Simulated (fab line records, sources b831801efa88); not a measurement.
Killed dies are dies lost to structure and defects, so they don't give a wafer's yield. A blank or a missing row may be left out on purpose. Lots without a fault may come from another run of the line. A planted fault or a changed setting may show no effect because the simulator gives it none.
Which tool did it? | flow sky130 | 13 lots, 39 wafers sampled, at 5 steps of a route of 708

WHAT THE GAUGES READ, wafer by wafer
The record holds no reading of a measuring or inspecting step that can be judged against a usual standard deviation.

WHICH TOOL RAN EACH LOT (tool, then ch and the chambers of the sampled wafers, then the start)
lot  | SKY_SONOS_TUNNEL_DEVELOP_06       | SKY_METAL2_DESCUM_17              | SKY_METAL2_ETCH_18                | SKY_VIA2_CMP_02               | SKY_PAD_OPEN_PROBE_99
L188 | litho_track-04 ch 0, day 11 09:50 | rie_metal-01 ch 0, day 35 03:11   | rie_metal-01 ch 0, day 35 03:13   | cmp-01 ch 1,2,3, day 35 04:10 | -
L193 | litho_track-04 ch 0, day 13 01:29 | rie_metal-04 ch 0,1, day 37 03:23 | rie_metal-04 ch 0,1, day 37 03:26 | cmp-01 ch 2,3, day 37 04:20   | -
L194 | litho_track-04 ch 0, day 13 13:11 | rie_metal-01 ch 0,1, day 37 07:31 | rie_metal-01 ch 0,1, day 37 07:33 | cmp-02 ch 0,1, day 37 08:38   | -
L197 | litho_track-04 ch 0, day 14 08:02 | rie_metal-04 ch 0,1, day 38 05:29 | rie_metal-04 ch 0,1, day 38 05:31 | cmp-02 ch 0,2,3, day 38 06:28 | prober-01, day 48 04:01
L201 | litho_track-02 ch 0, day 15 19:04 | rie_metal-03 ch 0,1, day 39 12:34 | rie_metal-03 ch 0,1, day 39 12:37 | cmp-01 ch 0,1, day 39 13:35   | -
L203 | litho_track-02 ch 0, day 16 03:23 | rie_metal-04 ch 0,1, day 40 13:10 | rie_metal-04 ch 0,1, day 40 13:11 | cmp-01 ch 0,3, day 40 14:10   | -
L205 | litho_track-04 ch 0, day 18 00:56 | rie_metal-03 ch 0,1, day 41 16:04 | rie_metal-03 ch 0,1, day 41 16:07 | cmp-01 ch 0,1, day 41 17:23   | -
L207 | litho_track-02 ch 0, day 18 11:47 | rie_metal-03 ch 0,1, day 41 17:07 | rie_metal-03 ch 0,1, day 41 17:10 | cmp-01 ch 2,3, day 41 18:32   | -
L206 | litho_track-03 ch 0, day 18 12:29 | rie_metal-01 ch 0,1, day 41 16:11 | rie_metal-01 ch 0,1, day 41 16:14 | cmp-01 ch 0,1,2, day 41 17:41 | -
L209 | litho_track-02 ch 0, day 18 15:50 | rie_metal-01 ch 0,1, day 41 17:36 | rie_metal-01 ch 0,1, day 41 17:38 | cmp-02 ch 0,2,3, day 41 19:07 | -
L208 | litho_track-03 ch 0, day 18 17:05 | rie_metal-04 ch 0,1, day 41 20:40 | rie_metal-04 ch 0,1, day 41 20:43 | cmp-02 ch 0,2,3, day 41 21:42 | -
L210 | litho_track-02 ch 0, day 19 02:40 | rie_metal-04 ch 0,1, day 42 14:05 | rie_metal-04 ch 0,1, day 42 14:07 | cmp-02 ch 0,2,3, day 42 15:07 | -
L211 | litho_track-04 ch 0, day 19 11:07 | rie_metal-04 ch 0,1, day 42 17:41 | rie_metal-04 ch 0,1, day 42 17:44 | cmp-02 ch 0,2,3, day 42 19:11 | -
- SKY_SONOS_TUNNEL_DEVELOP_06: develop time 60 s.
- SKY_METAL2_DESCUM_17: chemistry O2, time 8 s.
- SKY_METAL2_ETCH_18: etches BARC in N2/H2, stops on SiO2, time 45.9 s, target depth 60 nm.
- SKY_VIA2_CMP_02: polishes SiO2.
- SKY_PAD_OPEN_PROBE_99

WHAT THE TOOLS THEMSELVES READ (means of the sampled wafers that have a number; where no wafer has one, the mark that the record gives instead)
SKY_SONOS_TUNNEL_DEVELOP_06. Usual: developer_temp_C 23.02 C, standard deviation 0.11.
lot  | tool           | developer_temp_C (C) | flag
L188 | litho_track-04 | 23.09                |
L193 | litho_track-04 | 23.16                |
L194 | litho_track-04 | 22.00                | OFF
L197 | litho_track-04 | 22.09                | OFF
L201 | litho_track-02 | 22.88                |
L203 | litho_track-02 | 23.15                |
L205 | litho_track-04 | 22.99                |
L207 | litho_track-02 | 23.07                |
L206 | litho_track-03 | 23.01                |
L209 | litho_track-02 | 22.92                |
L208 | litho_track-03 | 22.98                |
L210 | litho_track-02 | 23.07                |
L211 | litho_track-04 | 22.98                |

SKY_METAL2_DESCUM_17. Usual: drypump_motor_current_A 5.8 A, standard deviation 0.49; oes_product_au 1.001 a.u., standard deviation 0.0083.
lot  | tool         | drypump_motor_current_A (A) | oes_product_au (a.u.) | flag
L188 | rie_metal-01 | 5.3                         | 1.000                 |
L193 | rie_metal-04 | 5.4                         | 0.994                 |
L194 | rie_metal-01 | 6.3                         | 0.998                 |
L197 | rie_metal-04 | 5.4                         | 0.999                 |
L201 | rie_metal-03 | 5.9                         | 1.009                 |
L203 | rie_metal-04 | 5.4                         | 0.990                 |
L205 | rie_metal-03 | 5.8                         | 1.006                 |
L207 | rie_metal-03 | 5.8                         | 1.001                 |
L206 | rie_metal-01 | 6.3                         | 0.997                 |
L209 | rie_metal-01 | 6.3                         | 1.006                 |
L208 | rie_metal-04 | 5.7                         | 1.006                 |
L210 | rie_metal-04 | 5.4                         | 1.000                 |
L211 | rie_metal-04 | 5.5                         | 1.002                 |

SKY_METAL2_ETCH_18. Usual: drypump_motor_current_A 5.8 A, standard deviation 0.49; h2_flow_sccm 200.0 sccm, standard deviation 0.61; oes_product_au 0.855 a.u., standard deviation 0.0045; throttle_valve_pct 13.225 %, standard deviation 0.011.
lot  | tool         | drypump_motor_current_A (A) | h2_flow_sccm (sccm) | oes_product_au (a.u.) | throttle_valve_pct (%) | flag
L188 | rie_metal-01 | 5.4                         | 200.1               | 0.858                 | 13.221                 |
L193 | rie_metal-04 | 5.4                         | 199.7               | 0.852                 | 13.221                 |
L194 | rie_metal-01 | 6.3                         | 199.8               | 0.853                 | 13.226                 |
L197 | rie_metal-04 | 5.4                         | 200.6               | 0.855                 | 13.226                 |
L201 | rie_metal-03 | 5.9                         | 200.2               | 0.850                 | 13.216                 |
L203 | rie_metal-04 | 5.5                         | 200.2               | 0.851                 | 13.216                 |
L205 | rie_metal-03 | 5.8                         | 199.7               | 0.851                 | 13.226                 |
L207 | rie_metal-03 | 5.8                         | 199.5               | 0.851                 | 13.230                 |
L206 | rie_metal-01 | 6.3                         | 200.2               | 0.858                 | 13.215                 |
L209 | rie_metal-01 | 6.3                         | 199.9               | 0.856                 | 13.229                 |
L208 | rie_metal-04 | 5.7                         | 199.4               | 0.856                 | 13.219                 |
L210 | rie_metal-04 | 5.5                         | 200.5               | 0.857                 | 13.228                 |
L211 | rie_metal-04 | 5.5                         | 199.9               | 0.854                 | 13.217                 |

SKY_VIA2_CMP_02. Usual: motor_current_A 11.5 A, standard deviation 0.87.
lot  | tool   | motor_current_A (A) | flag
L188 | cmp-01 | 12.0                |
L193 | cmp-01 | 11.1                |
L194 | cmp-02 | 11.0                |
L197 | cmp-02 | 11.6                |
L201 | cmp-01 | 12.2                |
L203 | cmp-01 | 11.4                |
L205 | cmp-01 | 12.1                |
L207 | cmp-01 | 11.4                |
L206 | cmp-01 | 11.4                |
L209 | cmp-02 | 11.6                |
L208 | cmp-02 | 11.3                |
L210 | cmp-02 | 11.7                |
L211 | cmp-02 | 11.8                |

SKY_PAD_OPEN_PROBE_99. Usual: killed_at_M0_to_M3 43, standard deviation 6.9; killed_at_M4_up 3.1, standard deviation 1.9; killed_at_contacts 24, standard deviation 5.4; killed_at_front_end 14, standard deviation 4.3; killed_at_other 0.3, standard deviation 0.53; killed_dies 84, standard deviation 9.5; killed_open 46, standard deviation 6.8; killed_short 38, standard deviation 6.
lot  | tool      | killed_at_M0_to_M3 | killed_at_M4_up | killed_at_contacts | killed_at_front_end | killed_at_other | killed_dies | killed_open | killed_short | flag
L197 | prober-01 | 39                 | 1.7             | 29                 | 11                  | 0.0             | 80          | 45          | 34           |

THE ANSWER, worked out from the rows above alone
Rule: a lot is off if the mean of its wafers that have a number lies more than 3 standard deviations from the usual mean. A lot without any number at a reading at which 4 lots or more have one is off too. The other lots that the step has rows for count as sound. The gauges are gone through in route order, then the tools' own readings, and for those a lot's mean is taken as printed above. The first step at which some lot is off is used, and at that step the reading that is off furthest; a lot without a number counts as furthest.
Off: L194, L197, at SKY_SONOS_TUNNEL_DEVELOP_06 (developer_temp_C).
A tool fits if, at that step or a process step before it, it ran every lot that is off, and no sound lot after the first of them. None of those tried fits.

WHAT THE SIMULATOR HAD PUT IN
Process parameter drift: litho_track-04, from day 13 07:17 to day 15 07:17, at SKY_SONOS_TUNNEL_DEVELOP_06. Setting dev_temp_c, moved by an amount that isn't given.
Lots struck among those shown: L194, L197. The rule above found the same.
